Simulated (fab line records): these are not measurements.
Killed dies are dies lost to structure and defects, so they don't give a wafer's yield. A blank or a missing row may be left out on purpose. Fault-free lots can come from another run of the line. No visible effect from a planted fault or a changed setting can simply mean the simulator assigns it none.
fab line records	flow sky130
record lots=5	wafers=15	last_day=49
route steps=708 shown VIA4@653 METAL5@661 PASSIVATION@681 PAD_OPEN@694
lots untouched by any fault: they come from a run of this same line in which no faults occurred
start_h: start of the lot's first displayed wafer, in hours after the record's first day	wait_h: how many hours have passed since the lot's step before this one	" identical to the entry in the row above	L1.1+2: one row covering several wafers at once	- value missing, or start not given	* or withheld: withheld	< > ~ a bound
route shown NAME@n: NAME is a module with steps in the file, n the number in the route of the first one	usual: mean/standard deviation of fault-free wafers	same: alike in all rows	chamber/n: place in a boat	sites: per-site readings	_std_site: their standard deviation	_edge_site: outer sites' mean less inner sites'	radius_mm: for every site, how far away it sits from the centre of the wafer	mask NAME#n: copy n	behind: tool/chamber where the wafer was last shaped	hold: why the lot was held/for how many hours/how that ended	device: the transistor (n, p or np) that didn't switch	end of line: the tests these same wafers got at the end of their route	a step without rows: its recipe alone	killed: dies lost to structure and defects at the first sort, not the wafer's yield	map: a wafer's dies, marking killed ones x, the rest . and places with no die _
set.NAME: the setting the step ran with; set.NAME@STEP: the setting that earlier step ran with	model.NAME: the simulator's own value behind a step, which no gauge read
lots seen at some steps along the route; tables by step, rows by wafer
services: a tool's chamber out of use, with start hour (start_h, from the record's first day; less than 0 if before it), hours out, and reason
## steps
# step SKY_VIA4_STRIP_14
# recipe chemistry=post_etch_residue_remover	time_s=1200	temp_c=72.5
# step SKY_VIA4_CLEAN_15
# recipe chemistry=IPA	time_s=180	temp_c=25
# step SKY_VIA4_CLEAN_16
# recipe chemistry=O3/DIW	dry=n2_spin
# step SKY_VIA4_SPUTTER_17
# recipe material=TiN	target_thk_nm=20	chamber_pressure_pa=5	power_w=4000	time_s=80
# step SKY_VIA4_CVD_18
# recipe material=W	target_thk_nm=505	time_s=152.14	temp_c=400	pressure_torr=40
# step SKY_VIA4_RS_MEAS_19
# recipe thk_meas_gauge=four-point-probe	reads=W_of_VIA4_CVD_18+TiN_of_VIA4_SPUTTER_17
# usual VIA4_W_RS=0.2269/0.0028
lot.wafer	tool	chamber	start_h	wait_h	VIA4_W_RS[ohm/sq]
L814.3	film_metro-03	-	1027.46	0.1	0.2285
L814.4	"	-	"	"	0.2251
L814.6	"	-	"	"	0.2239
L815.1	film_metro-01	-	1037.45	0.1	0.2292
L815.3	"	-	"	"	0.2217
L815.6	"	-	"	"	0.2239
L821.3	film_metro-01	-	1066.87	0.2	0.2272
L821.4	"	-	"	"	0.2261
L821.5	"	-	"	"	0.2261
L826.1	film_metro-02	-	1100.74	0.1	0.2285
L826.3	"	-	"	"	0.2257
L826.4	"	-	"	"	0.2287
L828.1	film_metro-01	-	1123.54	0.1	0.2268
L828.2	"	-	"	"	0.2235
L828.5	"	-	"	"	0.2265
# step SKY_VIA4_THK_MEAS_20
# recipe thk_meas_gauge=xrf	reads=W_of_VIA4_CVD_18
# usual VIA4_W_THK=503/7.7
lot.wafer	tool	chamber	start_h	wait_h	VIA4_W_THK[nm]
L814.3	film_metro-03	-	1027.56	0.1	488
L814.4	"	-	"	"	499
L814.6	"	-	"	"	499
L815.1	film_metro-01	-	1037.57	0.1	503
L815.3	"	-	"	"	517
L815.6	"	-	"	"	513
L821.3	film_metro-01	-	1066.97	0.1	504
L821.4	"	-	"	"	506
L821.5	"	-	"	"	507
L826.1	film_metro-02	-	1100.86	0.1	496
L826.3	"	-	"	"	499
L826.4	"	-	"	"	497
L828.1	film_metro-01	-	1123.66	0.1	511
L828.2	"	-	"	"	513
L828.5	"	-	"	"	511
# step SKY_VIA4_CMP_21
# recipe stop_on=SiO2	t_overpolish_s=25	down_force_psi=3.5	platen_rpm=60	target_thk_nm=0	pad_velocity_m_s=0.94248
# step SKY_METAL5_SPUTTER_00
# recipe material=Ti	target_thk_nm=15	power_w=3000	time_s=10	chamber_pressure_pa=0.4
# step SKY_METAL5_SPUTTER_01
# recipe material=TiN	target_thk_nm=20	power_w=6500	time_s=16.7	chamber_pressure_pa=0.4
# usual throttle_valve_pct=30.5/0.73
lot.wafer	tool	chamber	start_h	wait_h	throttle_valve_pct
L814.3	pvd_sputter-03	-	1027.92	0.0	30.6
L814.4	"	-	"	"	31.0
L814.6	"	-	"	"	29.8
L815.1	pvd_sputter-04	-	1037.95	0.0	31.3
L815.3	"	-	"	"	30.7
L815.6	"	-	"	"	30.8
L821.3	pvd_sputter-04	-	1067.33	0.0	29.5
L821.4	"	-	"	"	30.8
L821.5	"	-	"	"	31.0
L826.1	pvd_sputter-01	-	1101.24	0.0	30.3
L826.3	"	-	"	"	29.7
L826.4	"	-	"	"	30.8
L828.1	pvd_sputter-04	-	1124.04	0.0	30.9
L828.2	"	-	"	"	29.7
L828.5	"	-	"	"	30.7
# step SKY_METAL5_SPUTTER_02
# recipe material=AlCu	target_thk_nm=1150	power_w=10600	time_s=61.2	chamber_pressure_pa=0.4
# step SKY_METAL5_SPUTTER_03
# recipe material=Ti	target_thk_nm=5	power_w=3000	time_s=3.3	chamber_pressure_pa=0.4
# usual throttle_valve_pct=30.5/0.7
lot.wafer	tool	chamber	start_h	wait_h	throttle_valve_pct
L814.3	pvd_sputter-03	-	1028.00	0.0	30.7
L814.4	"	-	"	"	30.8
L814.6	"	-	"	"	29.6
L815.1	pvd_sputter-04	-	1038.02	0.0	31.5
L815.3	"	-	"	"	30.8
L815.6	"	-	"	"	30.9
L821.3	pvd_sputter-04	-	1067.41	0.0	29.7
L821.4	"	-	"	"	31.0
L821.5	"	-	"	"	31.0
L826.1	pvd_sputter-01	-	1101.32	0.0	30.5
L826.3	"	-	"	"	29.7
L826.4	"	-	"	"	30.6
L828.1	pvd_sputter-04	-	1124.12	0.0	30.8
L828.2	"	-	"	"	29.5
L828.5	"	-	"	"	30.8
# step SKY_METAL5_SPUTTER_04
# recipe material=TiN	target_thk_nm=70	power_w=6500	time_s=58.3	chamber_pressure_pa=0.4
# usual throttle_valve_pct=30.5/0.74
lot.wafer	tool	chamber	start_h	wait_h	throttle_valve_pct	model.TiN_of_METAL5_SPUTTER_04.thk_nm
L814.3	pvd_sputter-03	-	1028.02	0.0	30.9	71.35
L814.4	"	-	"	"	31.2	71.47
L814.6	"	-	"	"	29.4	70.29
L815.1	pvd_sputter-04	-	1038.04	0.0	31.7	69.5
L815.3	"	-	"	"	30.7	69.58
L815.6	"	-	"	"	30.9	70.05
L821.3	pvd_sputter-04	-	1067.43	0.0	29.3	70.55
L821.4	"	-	"	"	30.9	71.12
L821.5	"	-	"	"	30.9	71.07
L826.1	pvd_sputter-01	-	1101.34	0.0	30.3	57.97
L826.3	"	-	"	"	29.6	69.95
L826.4	"	-	"	"	30.7	70.2
L828.1	pvd_sputter-04	-	1124.14	0.0	30.8	71.95
L828.2	"	-	"	"	29.7	70.85
L828.5	"	-	"	"	31.2	71.92
# step SKY_METAL5_RS_MEAS_05
# recipe thk_meas_gauge=four-point-probe	reads=TiN_of_METAL5_SPUTTER_04+Ti_of_METAL5_SPUTTER_03+AlCu_of_METAL5_SPUTTER_02+TiN_of_METAL5_SPUTTER_01+Ti_of_METAL5_SPUTTER_00
# usual METAL5_ALCU_RS=0.0271/0.00026
lot.wafer	tool	chamber	start_h	wait_h	METAL5_ALCU_RS[ohm/sq]
L814.3	film_metro-04	-	1028.11	0.1	0.02717
L814.4	"	-	"	"	0.02719
L814.6	"	-	"	"	0.02701
L815.1	film_metro-04	-	1038.09	0.0	0.0269
L815.3	"	-	"	"	0.0267
L815.6	"	-	"	"	0.02676
L821.3	film_metro-02	-	1067.51	0.1	0.02709
L821.4	"	-	"	"	0.0268
L821.5	"	-	"	"	0.02673
L826.1	film_metro-04	-	1101.38	0.0	0.02732
L826.3	"	-	"	"	0.02708
L826.4	"	-	"	"	0.02709
L828.1	film_metro-04	-	1124.19	0.0	0.02705
L828.2	"	-	"	"	0.02711
L828.5	"	-	"	"	0.02705
# step SKY_METAL5_THK_MEAS_06
# recipe thk_meas_gauge=xrf	reads=AlCu_of_METAL5_SPUTTER_02
# usual METAL5_ALCU_THK=1153/13
lot.wafer	tool	chamber	start_h	wait_h	METAL5_ALCU_THK[nm]
L814.3	film_metro-04	-	1028.21	0.1	1152
L814.4	"	-	"	"	1142
L814.6	"	-	"	"	1162
L815.1	film_metro-04	-	1038.21	0.1	1172
L815.3	"	-	"	"	1185
L815.6	"	-	"	"	1173
L821.3	film_metro-02	-	1067.61	0.1	1144
L821.4	"	-	"	"	1161
L821.5	"	-	"	"	1158
L826.1	film_metro-04	-	1101.50	0.1	1181
L826.3	"	-	"	"	1158
L826.4	"	-	"	"	1154
L828.1	film_metro-04	-	1124.31	0.1	1154
L828.2	"	-	"	"	1159
L828.5	"	-	"	"	1146
# step SKY_METAL5_DEHYDRATE_07
# recipe temp_c=200	time_s=60
# step SKY_METAL5_HMDS_08
# recipe prime_time_s=60	prime_temp_c=120
# step SKY_METAL5_COAT_09
# recipe resist=NOVOLAK	spin_rpm=3000	resist_thk_nm=1800
# step SKY_METAL5_SOFTBAKE_10
# recipe temp_c=90	time_s=60	resist=NOVOLAK
# step SKY_METAL5_EXPOSE_11
# recipe mask_id=MM5	na=0.6	source_shape=conventional	sigma_outer=0.6	polarization=unpolarized	target_cd_nm=1600	dose_mj=190
# step SKY_METAL5_PEB_12
# recipe temp_c=withheld	time_s=*	resist=NOVOLAK
# step SKY_METAL5_DEVELOP_13
# recipe resist=NOVOLAK	developer=TMAH	develop_time_s=60	dev_temp_c=23
# step SKY_METAL5_DESCUM_14
# recipe chemistry=O2	source_power_w=150	bias_power_w=0	pressure_mtorr=10	temp_c=40	time_s=11
# step SKY_METAL5_METAL_ETCH_15
# recipe target_depth_a=12600	stop_on=SiO2	over_etch_frac=0.2	time_s=252	chemistry=Cl2/BCl3	resist_sidewall_deg=86	pressure_mtorr=10	icp_w=900	bias_w=48.5	Cl2_flow_sccm=60	bcl3_flow_sccm=30
# step SKY_METAL5_STRIP_16
# recipe chemistry=O2/N2	power_w=1400	pressure_mtorr=1500	platen_temp_c=withheld	o2_flow_sccm=3000	n2_flow_sccm=300	overash_fraction=0.5
# usual drypump_motor_current_A=5.80/0.28	oes_product_au=0.710/0.0043	strip_time_to_endpoint_s=13.10/0.13
lot.wafer	tool	chamber	start_h	wait_h	drypump_motor_current_A	oes_product_au	rf_hours_counter_h	strip_time_to_endpoint_s
L814.3	plasma_asher-01	1	1050.77	0.1	5.57	0.714	-	13.09
L814.4	"	0	"	"	6.14	0.708	-	12.95
L814.6	"	1	"	"	5.59	0.709	-	12.90
L815.1	plasma_asher-03	0	1060.33	0.2	5.31	0.708	91	12.94
L815.3	"	0	"	"	5.30	0.710	-	13.23
L815.6	"	1	"	"	5.43	0.709	-	13.15
L821.3	plasma_asher-02	1	1088.73	0.1	6.07	0.707	-	13.12
L821.4	"	0	"	"	5.75	0.707	-	13.37
L821.5	"	0	"	"	5.75	0.713	-	13.31
L826.1	plasma_asher-02	1	1122.22	0.2	6.04	0.718	37	12.98
L826.3	"	0	"	"	5.78	0.711	-	13.04
L826.4	"	1	"	"	6.03	0.707	-	12.92
L828.1	plasma_asher-02	0	1143.35	0.4	5.75	0.707	39	13.13
L828.2	"	1	"	"	6.04	0.705	39	13.10
L828.5	"	0	"	"	5.74	0.714	-	13.05
# step SKY_METAL5_STRIP_17
# recipe chemistry=post_etch_residue_remover	time_s=1200	temp_c=72.5
# usual temp_c=72.53/0.13
lot.wafer	tool	chamber	start_h	wait_h	temp_c	model.TiN_of_METAL5_SPUTTER_04.thk_nm
L814.3	wet_bench-03	3	1050.83	0.0	72.61	70.94
L814.4	"	3	"	"	72.38	71.05
L814.6	"	3	"	"	72.46	69.88
L815.1	wet_bench-01	2	1060.43	0.1	72.71	69.08
L815.3	"	2	"	"	72.61	69.16
L815.6	"	2	"	"	72.71	69.63
L821.3	wet_bench-02	3	1088.80	0.0	72.67	70.13
L821.4	"	3	"	"	72.69	70.7
L821.5	"	3	"	"	72.58	70.65
L826.1	wet_bench-02	0	1122.32	0.1	72.41	57.55
L826.3	"	0	"	"	72.51	69.53
L826.4	"	0	"	"	72.37	69.78
L828.1	wet_bench-02	1	1143.45	0.1	72.44	71.53
L828.2	"	1	"	"	72.40	70.43
L828.5	"	1	"	"	72.46	71.5
# step SKY_METAL5_CLEAN_18
# recipe chemistry=IPA	time_s=180	temp_c=25
# step SKY_METAL5_CLEAN_19
# recipe chemistry=O3/DIW	dry=n2_spin
# step SKY_PASSIVATION_CVD_00
# recipe material=SiO2	target_thk_nm=90	temp_c=400	time_s=withheld	rf_w=600
# step SKY_PASSIVATION_THK_MEAS_01
# recipe reads=SiO2_of_PASSIVATION_CVD_00
# usual PASSIVATION_CVD_00_THK=90.2/1.4
lot.wafer	tool	chamber	start_h	wait_h	PASSIVATION_CVD_00_THK[nm]
L814.3	film_metro-03	-	1051.38	-	91.3
L814.4	"	-	"	"	91.7
L814.6	"	-	"	"	91.8
L815.1	film_metro-04	-	1060.98	-	91.2
L815.3	"	-	"	"	91.0
L815.6	"	-	"	"	92.2
L821.3	film_metro-01	-	1089.33	-	88.8
L821.4	"	-	"	"	89.6
L821.5	"	-	"	"	90.0
L826.1	film_metro-03	-	1122.85	-	90.5
L826.3	"	-	"	"	91.2
L826.4	"	-	"	"	91.6
L828.1	film_metro-03	-	1143.97	-	88.0
L828.2	"	-	"	"	88.1
L828.5	"	-	"	"	89.4
# step SKY_PASSIVATION_CVD_02
# recipe material=Si3N4	target_thk_nm=540	temp_c=400	time_s=withheld	rf_w=450
# usual heater_power_w=681/110
lot.wafer	tool	chamber	start_h	wait_h	heater_power_w
L814.3	pecvd-04	2	1051.42	0.0	812
L814.4	"	0	"	"	789
L814.6	"	2	"	"	681
L815.1	pecvd-04	0	1061.04	0.1	823
L815.3	"	2	"	"	797
L815.6	"	1	"	"	574
L821.3	pecvd-04	1	1089.48	0.1	530
L821.4	"	0	"	"	833
L821.5	"	1	"	"	563
L826.1	pecvd-03	2	1122.91	0.1	703
L826.3	"	1	"	"	554
L826.4	"	1	"	"	598
L828.1	pecvd-01	1	1144.03	0.1	897
L828.2	"	0	"	"	899
L828.5	"	0	"	"	716
# step SKY_PASSIVATION_THK_MEAS_03
# recipe reads=Si3N4_of_PASSIVATION_CVD_02
# usual PASSIVATION_CVD_02_THK=537/7.3
lot.wafer	tool	chamber	start_h	wait_h	PASSIVATION_CVD_02_THK[nm]
L814.3	film_metro-03	-	1051.66	-	533
L814.4	"	-	"	"	539
L814.6	"	-	"	"	534
L815.1	film_metro-01	-	1061.26	-	526
L815.3	"	-	"	"	525
L815.6	"	-	"	"	537
L821.3	film_metro-01	-	1089.73	-	551
L821.4	"	-	"	"	543
L821.5	"	-	"	"	544
L826.1	film_metro-03	-	1123.18	-	536
L826.3	"	-	"	"	523
L826.4	"	-	"	"	538
L828.1	film_metro-04	-	1144.25	-	532
L828.2	"	-	"	"	540
L828.5	"	-	"	"	538
# step SKY_PASSIVATION_DEHYDRATE_04
# recipe temp_c=200	time_s=60
# step SKY_PASSIVATION_HMDS_05
# recipe prime_time_s=60	prime_temp_c=120
# step SKY_PASSIVATION_COAT_06
# recipe spin_rpm=2000	resist_thk_nm=3000
# step SKY_PASSIVATION_SOFTBAKE_07
# recipe temp_c=110	time_s=withheld
# step SKY_PASSIVATION_EXPOSE_08
# recipe mask_id=NSM	target_cd_nm=3000	na=0.57	dose_mj=260
# step SKY_PASSIVATION_PEB_09
# recipe temp_c=115	time_s=withheld
# step SKY_PASSIVATION_DEVELOP_10
# recipe develop_time_s=60	dev_temp_c=23
# step SKY_PASSIVATION_ETCH_11
# recipe chemistry=CF4/O2	target_depth_nm=725	stop_on=AlCu	source_w=800	bias_w=150	pressure_mtorr=150	cf4_flow_sccm=80	O2_flow_sccm=10	time_s=161.1
# usual drypump_motor_current_A=5.9/0.35	oes_product_au=0.976/0.0072	throttle_valve_pct=5.964/0.0086
lot.wafer	tool	chamber	start_h	wait_h	drypump_motor_current_A	oes_product_au	rf_hours_counter_h	throttle_valve_pct	model.PASSIVATION.feature_depth_nm
L814.3	rie_diel-01	0	1073.73	-	5.7	0.976	21	5.973	699.8
L814.4	"	0	"	"	5.7	0.981	-	5.963	706.5
L814.6	"	2	"	"	5.4	0.965	-	5.957	696.6
L815.1	rie_diel-04	0	1082.86	-	5.5	0.971	7	5.948	691.4
L815.3	"	1	"	"	6.4	0.960	12	5.963	690
L815.6	"	3	"	"	5.9	0.985	-	5.969	704.1
L821.3	rie_diel-04	1	1110.08	-	6.4	0.987	13	5.959	715.2
L821.4	"	2	"	"	6.1	0.981	10	5.969	708.7
L821.5	"	3	"	"	5.9	0.984	-	5.966	709.7
L826.1	rie_diel-01	1	1141.66	-	6.6	0.971	18	5.961	689.9
L826.3	"	0	"	"	5.8	0.972	24	5.968	688.6
L826.4	"	3	"	"	5.4	0.978	2	5.954	704.9
L828.1	rie_diel-01	0	1161.60	-	5.8	0.972	25	5.976	696.8
L828.2	"	1	"	"	6.6	0.974	19	5.965	702.9
L828.5	"	0	"	"	5.8	0.981	-	5.956	703.3
# step SKY_PASSIVATION_STRIP_12
# recipe chemistry=O2/N2	power_w=1400	pressure_mtorr=1500	platen_temp_c=withheld	overash_fraction=0.7	o2_flow_sccm=3000	n2_flow_sccm=300
# usual drypump_motor_current_A=5.8/0.46	oes_product_au=0.661/0.0043	strip_time_to_endpoint_s=31.50/0.11
lot.wafer	tool	chamber	start_h	wait_h	drypump_motor_current_A	oes_product_au	rf_hours_counter_h	strip_time_to_endpoint_s
L814.3	plasma_asher-01	1	1073.87	0.1	5.6	0.662	-	31.49
L814.4	"	0	"	"	6.2	0.661	-	31.53
L814.6	"	1	"	"	5.6	0.662	-	31.71
L815.1	plasma_asher-01	1	1082.96	0.1	5.6	0.667	2	31.42
L815.3	"	1	"	"	5.6	0.661	-	31.71
L815.6	"	1	"	"	5.6	0.659	-	31.49
L821.3	plasma_asher-01	1	1110.22	0.1	5.6	0.665	-	31.47
L821.4	"	0	"	"	6.2	0.664	-	31.46
L821.5	"	1	"	"	5.6	0.661	-	31.57
L826.1	plasma_asher-02	1	1141.76	0.1	6.1	0.660	39	31.50
L826.3	"	0	"	"	5.8	0.664	-	31.26
L826.4	"	1	"	"	6.1	0.654	-	31.40
L828.1	plasma_asher-02	1	1161.71	0.1	6.1	0.661	41	31.28
L828.2	"	0	"	"	5.8	0.668	41	31.52
L828.5	"	0	"	"	5.8	0.663	-	31.35
# step SKY_PAD_OPEN_DEHYDRATE_00
# recipe temp_c=200	time_s=60
# step SKY_PAD_OPEN_ETCH_07
# recipe chemistry=CF4/O2	target_depth_nm=725	stop_on=AlCu	source_w=800	bias_w=147.9	pressure_mtorr=150	cf4_flow_sccm=80	O2_flow_sccm=10	time_s=161.1
# usual drypump_motor_current_A=5.8/0.48	oes_product_au=0.974/0.0072	throttle_valve_pct=5.963/0.0092
lot.wafer	tool	chamber	start_h	wait_h	drypump_motor_current_A	oes_product_au	rf_hours_counter_h	throttle_valve_pct	model.PAD_OPEN.feature_depth_nm
L814.3	rie_diel-01	1	1095.20	-	6.6	0.969	16	5.965	699.8
L814.4	"	2	"	"	5.3	0.973	27	5.954	690.2
L814.6	"	1	"	"	6.6	0.978	-	5.964	701.3
L815.1	rie_diel-02	2	1104.20	-	4.6	0.978	12	5.957	691.4
L815.3	"	3	"	"	6.0	0.963	1	5.969	690
L815.6	"	1	"	"	6.0	0.973	-	5.954	704.1
L821.3	rie_diel-01	2	1130.06	-	5.3	0.976	0	5.975	707.6
L821.4	"	0	"	"	5.8	0.984	24	5.970	708.7
L821.5	"	1	"	"	6.5	0.980	-	5.950	709.7
L826.1	rie_diel-03	3	1159.96	-	5.8	0.961	29	5.957	689.9
L826.3	"	2	"	"	6.1	0.966	12	5.948	688.6
L826.4	"	3	"	"	5.8	0.984	-	5.960	704.9
L828.1	rie_diel-01	1	1178.36	-	6.6	0.975	19	5.949	696.8
L828.2	"	3	"	"	5.4	0.984	4	5.963	702.9
L828.5	"	2	"	"	5.3	0.964	-	5.958	703.3
# step SKY_PAD_OPEN_PROBE_99
# usual defect_limited_yield=82.6/1.9	killed_at_M0_to_M3=43/7.1	killed_at_M4_up=3.0/1.6	killed_at_contacts=24/5.3	killed_at_front_end=16/4.1	killed_at_other=0.5/0.82	killed_dies=86/9.4	killed_open=46/6.9	killed_short=39/6.5	sort_bin_3_pad_short=0.9/0.45	sort_bin_5_function=10.3/1.5	sort_bin_6_memory=6.2/1.1	sort_n_pass=406/9.4	sort_yield_pct=82.6/1.9
# same gross_dies=492	killed_at_back_side=0	sort_bin_4_leakage[%]=0	sort_bin_8_speed[%]=0
lot.wafer	tool	chamber	start_h	wait_h	defect_limited_yield[%]	killed_at_M0_to_M3	killed_at_M4_up	killed_at_contacts	killed_at_front_end	killed_at_other	killed_dies	killed_open	killed_short	sort_bin_3_pad_short[%]	sort_bin_5_function[%]	sort_bin_6_memory[%]	sort_n_pass	sort_yield_pct[%]
L814.3	prober-01	-	1097.65	0.2	80.5	47	3	29	17	0	96	54	42	1.4	11.2	6.9	396	80.5
L814.4	prober-01	-	1097.70	0.2	77.2	67	4	23	16	2	112	56	56	1.0	15.0	6.7	380	77.2
L814.6	prober-01	-	1097.80	0.2	80.9	47	2	22	22	1	94	49	45	1.4	12.2	5.5	398	80.9
# killed by level:class
L814.3 VIA3:geometric_particle:open=17 VIA1:geometric_particle:open=11 FIELD_ISO:geometric_particle:short=7 CONTACT:geometric_particle:open=7 CONTACT:geometric_particle:short=7 LI_CONTACT:geometric_particle:open=6 LOCAL_INTERCONNECT:geometric_particle:short=6 VIA2:geometric_particle:open=5
L814.4 VIA1:geometric_particle:open=15 VIA1:geometric_particle:short=11 VIA2:geometric_particle:open=9 LI_CONTACT:geometric_particle:open=8 METAL1:geometric_particle:short=8 POLY_GATE:geometric_particle:short=6 FIELD_ISO:geometric_particle:open=5 LOCAL_INTERCONNECT:geometric_particle:short=5
L814.6 CONTACT:geometric_particle:open=9 VIA1:geometric_particle:open=9 METAL2:geometric_particle:short=7 VIA2:geometric_particle:open=7 POLY_GATE:geometric_particle:open=6 METAL1:geometric_particle:short=6 FIELD_ISO:geometric_particle:short=5 FIELD_ISO:geometric_particle:open=5
## services
tool	chamber	start_h	hours	kind
pecvd-04	2	1004.24	4.9	repair
pvd_sputter-04	3	1005.55	-	consumable_replace:kit
pvd_sputter-04	3	1005.55	18.0	scheduled_down
pvd_sputter-04	3	1005.55	18.0	vent_cycle
rie_diel-02	0	1006.09	4.9	repair
rie_diel-01	2	1009.52	1.7	repair
pvd_sputter-03	-	1013.09	3.5	repair
pecvd-03	-	1020.17	14.6	pm
rie_diel-01	2	1024.27	2.8	repair
plasma_asher-01	-	1055.25	9.0	pm
plasma_asher-01	-	1057.18	1.2	repair
plasma_asher-01	-	1069.78	0.4	repair
rie_diel-03	3	1070.67	4.6	repair
pecvd-01	-	1073.23	6.0	pm
pvd_sputter-04	2	1109.23	-	consumable_replace:kit
pvd_sputter-04	2	1109.23	18.0	scheduled_down
pvd_sputter-04	2	1109.23	18.0	vent_cycle
pvd_sputter-04	-	1122.43	0.6	repair
pvd_sputter-01	-	1133.79	1.3	repair
pecvd-03	-	1139.03	2.9	repair
plasma_asher-02	-	1146.40	2.8	pm
rie_diel-03	0	1155.58	9.3	repair
plasma_asher-03	-	1164.32	2.8	pm
rie_diel-01	2	1169.23	2.7	repair
## key
first_sign none at tools or gauges
model_effect step=SKY_METAL5_SPUTTER_04	value=TiN_of_METAL5_SPUTTER_04.thk_nm	without=70.37	struck=57.97
model_effect step=SKY_METAL5_STRIP_17	value=TiN_of_METAL5_SPUTTER_04.thk_nm	without=69.95	struck=57.55
model_effect step=SKY_PASSIVATION_ETCH_11	value=PASSIVATION.feature_depth_nm	without=702.3	struck=689.9
model_effect step=SKY_PAD_OPEN_ETCH_07	value=PAD_OPEN.feature_depth_nm	without=702.3	struck=689.9
met_at SKY_METAL5_SPUTTER_04
struck_wafers L826.1
fault kind=process_parameter_drift	tool=pvd_sputter-01	chamber=-	onset_h=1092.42	steps=SKY_METAL5_SPUTTER_04	channel=time_s	offset=*	shape=step	end_h=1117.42	acts_in=*	stated=*	scope=struck_wafers_only
